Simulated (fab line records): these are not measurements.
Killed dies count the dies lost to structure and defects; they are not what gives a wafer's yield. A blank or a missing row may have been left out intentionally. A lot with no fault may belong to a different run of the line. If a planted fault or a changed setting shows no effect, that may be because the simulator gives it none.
Problem report in the 8D (eight disciplines) form, filled by code	flow sky130	the parts of the form that need people (team, actions taken, sign-off) are left out

## 1. WHAT IS WRONG
Mean of doseIonsCm2 at SKY_LDD_N_IMPLANT_09: 6.278e+13 across 6 wafers in 2 lots; on wafers with no fault it is 7.499e+13 (standard deviation 8e+10). That is -99 or more standard deviations from the usual mean.
Earliest sighting: wafer L416.2 on implanter-02 at day 22 23:38. The record has a number at this step for 42 wafers belonging to 14 lots. By rule, "out" or "out of limits" means more than 4 standard deviations away from the usual mean. The rest of the wafers with a number are treated as sound.

## 2. WHAT IT IS; WHAT IT IS NOT
question	is	is not
which readings at this step	doseIonsCm2, faradayCurrentUA	rotationDeg
which lots	L416, L417	L402, L403, L404, L405, L407, L408, L413, L415, L419, L422, L423, L424
which wafers of those lots	all that have a number	-
read on which tools	implanter-02	implanter-01, implanter-04
when	from day 22 23:38	up to then (24 sound wafers); but 12 sound wafers of L419, L422, L423, L424 came after

## 3. SUSPECTS, AND WHAT RULES EACH OUT
Counting: any tool at a process step up to the reading is kept as a suspect provided that every lot that is out went through it and no sound lot did after the first of them.
- implanter-02 at SKY_LDD_N_IMPLANT_09: kept. Every lot that is out went through it, starting with L416 (day 22 23:38), and after that it ran no sound lot; the last sound lot it ran before then is L415 (day 22 17:23). Its own doseIonsCm2, faradayCurrentUA readings are out on those wafers.
Left after counting: implanter-02 at SKY_LDD_N_IMPLANT_09.

## 4. THE CAUSE (what the simulator had put in)
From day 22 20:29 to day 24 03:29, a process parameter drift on implanter-02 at SKY_LDD_N_IMPLANT_09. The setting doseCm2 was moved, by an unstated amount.
This tool alone remained once counting was done.

## 5. THE CHAIN OF EFFECTS, in route order
Rows list readings where the struck wafers' mean (over those with a number) sits beyond 3 standard deviations from the usual. Only readings whose record carries a usual standard deviation are examined. hours: median over the lots of the time between each lot's start at the first step of this table that gives one and its start at this step. sigmas: the change, counted in usual standard deviations.
hours	step	reading	usual	on struck wafers	change	sigmas
0	SKY_LDD_N_IMPLANT_09	doseIonsCm2	7.499e+13	6.278e+13	-1.221e+13	-99 or more
0	SKY_LDD_N_IMPLANT_09	faradayCurrentUA	423	354	-69	-7.7
Its process steps:
- SKY_LDD_N_IMPLANT_09
At these later measuring or inspecting steps, every struck wafer for which the step has a row has a number for every such reading, and none has moved that far: SKY_SD_N_OVL_MEAS_08, SKY_CONTACT_THK_MEAS_03.

## 6. WHAT WOULD HAVE CAUGHT IT SOONER
3 hours passed between the start of the fault at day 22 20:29 and the first reading out of limits in this record, taken at day 22 23:38.
